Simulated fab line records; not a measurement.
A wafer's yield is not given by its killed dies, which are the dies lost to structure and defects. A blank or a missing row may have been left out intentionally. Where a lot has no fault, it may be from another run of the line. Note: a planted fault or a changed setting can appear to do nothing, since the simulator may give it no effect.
What tool caused it? -- flow sky130 -- 18 wafers from 6 lots sampled at 3 of the route's 708 steps

== WHAT THE GAUGES READ, wafer by wafer ==
SKY_RES_XHIGH_TW_MEAS_09.
lot,measured,on,RES_XHIGH_TW
L794,day 26 20:06,filmMetro-02,1652 1660 1664
L802,day 29 15:55,filmMetro-04,1451 1457 1449
L809,day 32 03:40,filmMetro-01,1634 1632 1637
L811,day 32 09:53,filmMetro-02,1660 1665 1662
L813,day 33 04:37,filmMetro-04,1651 1651 1657
L815,day 33 18:13,filmMetro-02,1648 1646 1650

== WHAT TOOL EACH LOT RAN ON (gives the tool, then ch and the chambers of the sampled wafers, and finally the start) ==
lot,SKY_RES_XHIGH_IMPLANT_07,SKY_RES_XHIGH_STRIP_08
L794,"implanter-02 ch 0, day 26 19:51","plasmaAsher-04 ch 0,1, day 26 20:00"
L802,"implanter-02 ch 0, day 29 15:41","plasmaAsher-02 ch 0,1, day 29 15:49"
L809,"implanter-01 ch 0, day 32 03:26","plasmaAsher-04 ch 0,1, day 32 03:34"
L811,"implanter-01 ch 0, day 32 09:38","plasmaAsher-03 ch 0,1, day 32 09:47"
L813,"implanter-03 ch 0, day 33 04:22","plasmaAsher-03 ch 0,1, day 33 04:31"
L815,"implanter-01 ch 0, day 33 17:59","plasmaAsher-02 ch 0,1, day 33 18:07"
- SKY_RES_XHIGH_IMPLANT_07
- SKY_RES_XHIGH_STRIP_08: strips in O2/N2.

== THE ANSWER, worked out from the rows above alone ==
Rule: the usual values come from the lots themselves. The widest of any qualifying gaps counts: lots, ordered by their means at a reading, are off when they make up no more than a third of the lots, leave a main group of 4 or more, and stand apart from it by 3 or more times the standard deviation of that group's means. A main group is skipped when, at the precision printed for the reading in the tables above, its means are all equal. A lot without any number at a reading at which 4 lots or more have one is off too. All remaining lots with rows at the step are treated as sound.
Off: L802, at SKY_RES_XHIGH_TW_MEAS_09 (RES_XHIGH_TW). The main group has a mean of 1651 with a standard deviation of 9.8.
A tool fits if, at a process step before that reading, it ran every lot that is off, and no sound lot after the first of them. The gauges at SKY_RES_XHIGH_TW_MEAS_09 are tried like those tools. One candidate fits, namely implanter-02 at SKY_RES_XHIGH_IMPLANT_07. A fault onset in the window from L794 (day 26 19:51, its last sound lot) to L802 (day 29 15:41, its first lot off) fits.

== WHAT THE SIMULATOR HAD INSERTED ==
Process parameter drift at SKY_RES_XHIGH_IMPLANT_07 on implanter-02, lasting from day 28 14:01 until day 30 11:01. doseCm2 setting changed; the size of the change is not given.
Struck lots among those shown: L802. This agrees with what the rule above found.
